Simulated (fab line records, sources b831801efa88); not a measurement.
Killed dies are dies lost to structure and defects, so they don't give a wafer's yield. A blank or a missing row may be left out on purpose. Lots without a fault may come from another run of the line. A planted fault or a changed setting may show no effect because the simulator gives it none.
Which tool did it? | flow sky130 | 11 lots, 33 wafers sampled, at 1 step of a route of 708

WHAT THE GAUGES READ, wafer by wafer
SKY_LOCAL_INTERCONNECT_RS_MEAS_01: measures by four-point-probe.
lot  | measured     | on            | LOCAL_INTERCONNECT_TIN_RS (ohm/sq)
L437 | day 29 14:59 | film_metro-04 | 14.28 14.08 14.18
L438 | day 29 21:09 | film_metro-04 | 14.10 13.95 14.04
L439 | day 30 05:55 | film_metro-03 | 14.31 14.17 14.35
L440 | day 30 18:30 | film_metro-03 | 14.25 14.36 14.10
L441 | day 31 07:18 | film_metro-03 | 14.25 14.21 14.20
L445 | day 32 09:41 | film_metro-02 | 14.21 14.03 14.14
L448 | day 33 16:02 | film_metro-02 | 14.11 14.03 13.98
L449 | day 33 23:53 | film_metro-03 | 13.96 13.95 14.03
L450 | day 34 00:09 | film_metro-04 | 14.23 14.06 14.11
L457 | day 36 00:52 | film_metro-03 | 14.45 14.39 14.35
L458 | day 36 04:52 | film_metro-03 | 14.44 14.47 14.48

WHICH TOOL RAN EACH LOT (tool, then ch and the chambers of the sampled wafers, then the start)
The record holds no process step before these readings.

WHAT THE TOOLS THEMSELVES READ (means of the sampled wafers that have a number; where no wafer has one, the mark that the record gives instead)
The record holds no such reading with a usual standard deviation.

THE ANSWER, worked out from the rows above alone
Rule: what is usual is taken from the lots themselves. Put in order of their means at a reading, lots are off if they are a third of the lots or fewer, leave a main group of 4 or more, and stand apart from it by a gap of 3 or more times the standard deviation of the main group's means; of several such gaps the widest counts. A main group whose means are all the same, to the digits that the tables above print for the reading, isn't used. A lot without any number at a reading at which 4 lots or more have one is off too. The other lots that the step has rows for count as sound. The gauges are gone through in route order, then the tools' own readings, and for those a lot's mean is taken as printed above. The first step at which some lot is off is used, and at that step the reading that is off furthest; a lot without a number counts as furthest.
No lot is off at any reading shown: from this, nothing can be told.

WHAT THE SIMULATOR HAD PUT IN
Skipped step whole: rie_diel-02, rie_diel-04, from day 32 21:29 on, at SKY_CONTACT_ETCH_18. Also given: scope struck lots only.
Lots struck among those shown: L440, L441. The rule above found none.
